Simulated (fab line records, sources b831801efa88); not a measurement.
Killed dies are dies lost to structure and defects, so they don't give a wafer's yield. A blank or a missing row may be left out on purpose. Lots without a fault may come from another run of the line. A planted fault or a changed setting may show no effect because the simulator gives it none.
Which tool did it? | flow sky130 | 13 lots, 39 wafers sampled, at 6 steps of a route of 708

WHAT THE GAUGES READ, wafer by wafer
SKY_FIELD_ISO_THK_MEAS_25. Usual: FIELD_ISO_CVD_24_THK 598 nm, standard deviation 6.7.
lot  | measured    | on            | FIELD_ISO_CVD_24_THK (nm) | flag
L857 | day 2 11:17 | film_metro-03 | 589 598 591               |
L860 | day 3 02:47 | film_metro-04 | 590 590 593               |
L861 | day 3 13:38 | film_metro-03 | 604 604 602               |
L862 | day 3 13:43 | film_metro-04 | 594 598 587               |
L863 | day 3 18:35 | film_metro-04 | 592 599 598               |
L864 | day 3 20:28 | film_metro-01 | 599 605 592               |
L865 | day 3 23:23 | film_metro-04 | 605 278 601               | OFF
L866 | day 4 07:16 | film_metro-04 | 267 593 597               | OFF
L867 | day 4 12:11 | film_metro-04 | 602 277 590               | OFF
L868 | day 4 15:41 | film_metro-03 | 593 601 604               |
L875 | day 6 03:31 | film_metro-04 | 594 588 588               |
L878 | day 6 20:49 | film_metro-04 | 608 606 604               |
L880 | day 7 09:05 | film_metro-04 | 599 596 600               |

SKY_POLY_GATE_THK_MEAS_04. Usual: POLY_GATE_CVD_03_THK 74.9 nm, standard deviation 0.87.
lot  | measured     | on            | POLY_GATE_CVD_03_THK (nm) | flag
L857 | day 15 11:56 | film_metro-03 | 76.6 76.8 76.6            |
L860 | day 16 05:30 | film_metro-03 | 75.4 76.0 75.9            |
L861 | day 17 16:43 | film_metro-03 | 75.1 75.3 75.5            |
L862 | day 17 16:44 | film_metro-02 | 73.9 74.4 74.1            |
L863 | day 17 16:46 | film_metro-02 | 73.9 73.9 73.7            |
L864 | day 17 16:44 | film_metro-01 | 73.8 73.8 74.1            |
L865 | day 18 02:49 | film_metro-01 | 74.5 74.3                 |
L866 | day 18 14:23 | film_metro-02 | 74.8 75.1                 |
L867 | day 18 19:59 | film_metro-02 | 75.6 74.8                 |
L868 | day 19 03:25 | film_metro-02 | 74.5 73.8 74.2            |
L875 | day 21 10:28 | film_metro-03 | 75.4 75.3 75.2            |
L878 | day 22 17:31 | film_metro-03 | 74.3 74.6 74.3            |
L880 | day 23 11:01 | film_metro-01 | 76.0 75.9 75.2            |

SKY_LDD_P_OVL_MEAS_08. Usual: LDD_P_OVL 0.6 nm, standard deviation 1.2.
lot  | measured     | on         | LDD_P_OVL (nm) | flag
L857 | day 19 07:47 | overlay-02 | 0.7 1.6 0.3    |
L860 | day 20 03:22 | overlay-02 | 0.6 -0.3 -0.4  |
L861 | day 21 14:50 | overlay-02 | 3.7 3.9 4.0    |
L862 | day 21 15:37 | overlay-01 | 2.6 2.4 1.5    |
L863 | day 21 17:51 | overlay-02 | 0.9 2.4 2.2    |
L864 | day 21 15:17 | overlay-01 | -0.7 -0.4 0.9  |
L865 | day 22 03:41 | overlay-01 | -0.8 -0.9      |
L866 | day 22 14:32 | overlay-02 | -0.6 1.3       |
L867 | day 22 20:28 | overlay-02 | 2.2 1.7        |
L868 | day 23 03:29 | overlay-01 | -0.2 0.9 1.4   |
L875 | day 25 08:28 | overlay-01 | 1.4 0.4 0.0    |
L878 | day 26 13:14 | overlay-01 | 0.7 0.4 0.9    |
L880 | day 27 05:50 | overlay-02 | -1.0 -2.0 -1.5 |

SKY_POLY_CUT_OVL_MEAS_09. Usual: POLY_CUT_OVL 0 nm, standard deviation 4.7.
lot  | measured     | on         | POLY_CUT_OVL (nm) | flag
L857 | day 24 12:19 | overlay-02 | 3 0 0             |
L860 | day 25 07:03 | overlay-01 | -2 4 3            |
L861 | day 26 16:31 | overlay-01 | 9 4 0             |
L862 | day 26 17:50 | overlay-01 | 6 4 9             |
L863 | day 26 21:11 | overlay-01 | -6 -4 -2          |
L864 | day 26 18:11 | overlay-01 | 3 3 0             |
L865 | day 27 04:04 | overlay-02 | 7 1               |
L866 | day 27 14:29 | overlay-01 | 3 1               |
L867 | day 27 22:40 | overlay-02 | -6 0              |
L868 | day 28 04:18 | overlay-01 | 8 9 7             |
L875 | day 30 04:56 | overlay-02 | -4 -6 -8          |
L878 | day 31 10:08 | overlay-01 | -3 0 -9           |
L880 | day 32 00:31 | overlay-01 | -6 0 3            |

WHICH TOOL RAN EACH LOT (tool, then ch and the chambers of the sampled wafers, then the start)
lot  | SKY_FIELD_ISO_CVD_24            | SKY_FIELD_ISO_CMP_27
L857 | hdpcvd-01 ch 0,1,2, day 2 11:13 | cmp-02 ch 0,1,3, day 2 14:14
L860 | hdpcvd-01 ch 0,1,2, day 3 02:42 | cmp-02 ch 1,2, day 3 04:20
L861 | hdpcvd-02 ch 0,2, day 3 13:33   | cmp-02 ch 1,2,3, day 3 20:18
L862 | hdpcvd-02 ch 0,2, day 3 13:37   | cmp-02 ch 0,1, day 3 20:00
L863 | hdpcvd-01 ch 0,2, day 3 18:31   | cmp-02 ch 0,3, day 3 21:28
L864 | hdpcvd-01 ch 1,2, day 3 20:23   | cmp-02 ch 1,2,3, day 3 22:08
L865 | hdpcvd-01 ch 0,2, day 3 23:18   | cmp-02 ch 2,3, day 4 02:15
L866 | hdpcvd-01 ch 0,1,2, day 4 07:10 | cmp-02 ch 0,1, day 4 08:52
L867 | hdpcvd-01 ch 0,1,2, day 4 12:07 | cmp-02 ch 0,1,3, day 4 13:45
L868 | hdpcvd-02 ch 0,1,2, day 4 15:36 | cmp-02 ch 0,1,2, day 4 17:20
L875 | hdpcvd-02 ch 0,1,2, day 6 03:25 | cmp-01 ch 0,1,3, day 6 05:09
L878 | hdpcvd-01 ch 0,1,2, day 6 20:43 | cmp-01 ch 0,1,2, day 6 23:14
L880 | hdpcvd-02 ch 1,2, day 7 09:01   | cmp-02 ch 1,2,3, day 7 11:55
- SKY_FIELD_ISO_CVD_24: deposits SiO2, target thk 595 nm, time 99.2 s.
- SKY_FIELD_ISO_CMP_27: polishes, stops on Si3N4, t overpolish 16 s, target thk 457.8 nm.

WHAT THE TOOLS THEMSELVES READ (means of the sampled wafers that have a number; where no wafer has one, the mark that the record gives instead)
SKY_FIELD_ISO_CMP_27. Usual: motor_current_A 12.0 A, standard deviation 0.84; time_to_endpoint_s 113 s, standard deviation 3.1.
lot  | tool   | motor_current_A (A) | time_to_endpoint_s (s) | flag
L857 | cmp-02 | 12.6                | 113                    |
L860 | cmp-02 | 12.2                | 109                    |
L861 | cmp-02 | 12.6                | 112                    |
L862 | cmp-02 | 13.0                | 111                    |
L863 | cmp-02 | 11.8                | 113                    |
L864 | cmp-02 | 12.4                | 115                    |
L865 | cmp-02 | 11.8                | 91                     | OFF
L866 | cmp-02 | 12.8                | 88                     | OFF
L867 | cmp-02 | 12.3                | 93                     | OFF
L868 | cmp-02 | 12.1                | 112                    |
L875 | cmp-01 | 11.7                | 112                    |
L878 | cmp-01 | 11.7                | 111                    |
L880 | cmp-02 | 12.6                | 118                    |

THE ANSWER, worked out from the rows above alone
Rule: a lot is off if the mean of its wafers that have a number lies more than 3 standard deviations from the usual mean. A lot without any number at a reading at which 4 lots or more have one is off too. The other lots that the step has rows for count as sound. The gauges are gone through in route order, then the tools' own readings, and for those a lot's mean is taken as printed above. The first step at which some lot is off is used, and at that step the reading that is off furthest; a lot without a number counts as furthest.
Off: L865, L866, L867, at SKY_FIELD_ISO_THK_MEAS_25 (FIELD_ISO_CVD_24_THK).
A tool fits if, at a process step before that reading, it ran every lot that is off, and no sound lot after the first of them. The gauges at SKY_FIELD_ISO_THK_MEAS_25 aren't tried: what is off there is off at SKY_FIELD_ISO_CMP_27 too, on other tools, and a gauge's error can't cause that. None of those tried fits.

WHAT THE SIMULATOR HAD PUT IN
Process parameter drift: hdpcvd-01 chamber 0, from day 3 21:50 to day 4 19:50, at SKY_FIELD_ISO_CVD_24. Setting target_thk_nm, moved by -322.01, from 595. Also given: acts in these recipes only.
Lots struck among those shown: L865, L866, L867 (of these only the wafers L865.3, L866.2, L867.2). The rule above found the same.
